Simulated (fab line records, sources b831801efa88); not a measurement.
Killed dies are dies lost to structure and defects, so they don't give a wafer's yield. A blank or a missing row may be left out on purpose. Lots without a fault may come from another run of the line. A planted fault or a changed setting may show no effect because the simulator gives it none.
Which tool did it? | flow sky130 | 6 lots, 18 wafers sampled, at 3 steps of a route of 708

WHAT THE GAUGES READ, wafer by wafer
SKY_VIA2_THK_MEAS_23: measures by xrf.
lot  | measured     | on            | VIA2_W_THK (nm)
L603 | day 37 17:40 | film_metro-04 | 427 425 426
L607 | day 39 02:13 | film_metro-03 | 437 439 432
L609 | day 39 14:55 | film_metro-01 | 421 423 421
L616 | day 41 16:25 | film_metro-04 | 427 431 435
L620 | day 42 13:07 | film_metro-04 | 434 434 438
L622 | day 42 21:20 | film_metro-01 | 426 429 431

WHICH TOOL RAN EACH LOT (tool, then ch and the chambers of the sampled wafers, then the start)
lot  | SKY_METAL2_STRIP_20                  | SKY_VIA2_ETCH_14
L603 | plasma_asher-03 ch 0,1, day 36 13:02 | rie_diel-01 ch 1,2,3, day 37 16:39
L607 | plasma_asher-03 ch 0,1, day 37 22:50 | rie_diel-01 ch 0,1,2, day 39 01:10
L609 | plasma_asher-03 ch 0,1, day 38 11:43 | rie_diel-04 ch 0,1, day 39 13:46
L616 | plasma_asher-01 ch 0,1, day 40 13:44 | rie_diel-04 ch 1,2,3, day 41 15:19
L620 | plasma_asher-04 ch 0,1, day 41 11:21 | rie_diel-01 ch 0,1,2, day 42 11:42
L622 | plasma_asher-04 ch 0,1, day 41 20:08 | rie_diel-03 ch 0,2, day 42 20:17
- SKY_METAL2_STRIP_20: strips in O2/N2.
- SKY_VIA2_ETCH_14: etches BARC in N2/H2, stops on SiO2, time 45.9 s, target depth 60 nm.

THE ANSWER, worked out from the rows above alone
Rule: what is usual is taken from the lots themselves. Put in order of their means at a reading, lots are off if they are a third of the lots or fewer, leave a main group of 4 or more, and stand apart from it by a gap of 3 or more times the standard deviation of the main group's means; of several such gaps the widest counts. A main group whose means are all the same, to the digits that the tables above print for the reading, isn't used. A lot without any number at a reading at which 4 lots or more have one is off too. The other lots that the step has rows for count as sound.
No lot is off at any reading shown: from this, nothing can be told.

WHAT THE SIMULATOR HAD PUT IN
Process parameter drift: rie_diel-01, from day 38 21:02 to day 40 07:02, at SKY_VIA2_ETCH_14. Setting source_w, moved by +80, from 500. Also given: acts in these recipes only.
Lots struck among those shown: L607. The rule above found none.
